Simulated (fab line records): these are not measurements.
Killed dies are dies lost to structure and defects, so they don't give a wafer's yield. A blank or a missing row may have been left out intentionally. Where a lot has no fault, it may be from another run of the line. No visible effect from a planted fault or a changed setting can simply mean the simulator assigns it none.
One fault through the eyes of 2 desks | flow gf180mcu | every desk sees just its own numbers, and what lay behind them comes last

## FROM THE METROLOGY DESK
What the gauges read for every lot (on any tool): the sampled wafers with a number, averaged. Any lot whose mean is over 4 standard deviations away from the usual mean is out of limits and marked OUT; that distance is given in the brackets.
Columns: A = MIM_CVD_05_THK at GF_MIM_THK_MEAS_06, usual 42.3 nm; B = cd-nm at GF_M5_CD_MEAS_07, usual 280.0 nm; C = V5_CVD_02_THK at GF_V5_THK_MEAS_03, usual 1452 nm
lot  | first seen here | A    | B     | C
L759 | day 25 02:27    | 41.9 | 281.5 | 1436
L760 | day 25 16:29    | 42.4 | 279.8 | 1454
L762 | day 26 06:02    | 42.2 | 280.1 | 1450
L765 | day 27 08:17    | 42.5 | 280.3 | 1400
L766 | day 27 10:51    | 42.3 | 281.0 | 1457
L768 | day 28 04:17    | 42.4 | 280.9 | 1378 (-4.4) OUT
L772 | day 29 14:29    | 42.2 | 279.8 | 1450
L773 | day 29 15:32    | 42.4 | 281.9 | 1444
L775 | day 30 06:39    | 42.0 | 276.6 | 1456
L777 | day 30 15:43    | 42.4 | 280.3 | 1454
L778 | day 31 00:14    | 42.4 | 278.7 | 1460
L779 | day 31 06:11    | 42.5 | 280.8 | 1442
L780 | day 31 09:27    | 41.8 | 281.0 | 1439
This desk's finding: out of limits on L768; first on L768, day 29 19:36 (V5_CVD_02_THK at GF_V5_THK_MEAS_03). Within limits: L759, L760, L762, L765, L766, L772, L773, L775, L777, L778, L779, L780.

## TOOL OWNER'S DESK, pecvd-01
The tool's own readings at GF_V5_CVD_02 (deposits SiO2 from TEOS, target thk 1450 nm, time 163.28 s): means of the sampled wafers that have a number, for each lot that ran on this tool. Any lot whose mean is over 4 standard deviations away from the usual mean is out of limits and marked OUT; that distance is given in the brackets.
Columns: A = heater-power-w at GF_V5_CVD_02, usual 648 W; B = rf-fwd-power-W at GF_V5_CVD_02, usual 597.5 W
lot  | first seen here | A   | B
L762 | day 27 23:24    | 694 | 597.6
L765 | day 29 01:07    | 708 | 518.0 (-42) OUT
L768 | day 29 19:30    | 704 | 517.8 (-42) OUT
L777 | day 32 04:44    | 671 | 598.9
This desk's finding: out of limits on L765, L768; first on L765, day 29 01:07 (rf-fwd-power-W at GF_V5_CVD_02). Within limits: L762, L777.

## PUT TOGETHER
At day 29 01:07, on L765, L768, the tool owner's desk was in a position to raise an alarm.
The metrology desk could have raised an alarm at day 29 19:36, on L768.
The metrology desk holds a record of L765, inside its limits.
On pecvd-01, each named lot ran GF_V5_CVD_02.

## WHAT THE SIMULATOR PUT IN
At GF_V5_CVD_02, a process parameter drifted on pecvd-01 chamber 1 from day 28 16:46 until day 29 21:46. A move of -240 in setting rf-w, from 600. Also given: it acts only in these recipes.
Lots struck among those shown: L765, L768.
Fault start to first reading out of limits, in hours, per desk: tool owner, 8; metrology, 27.
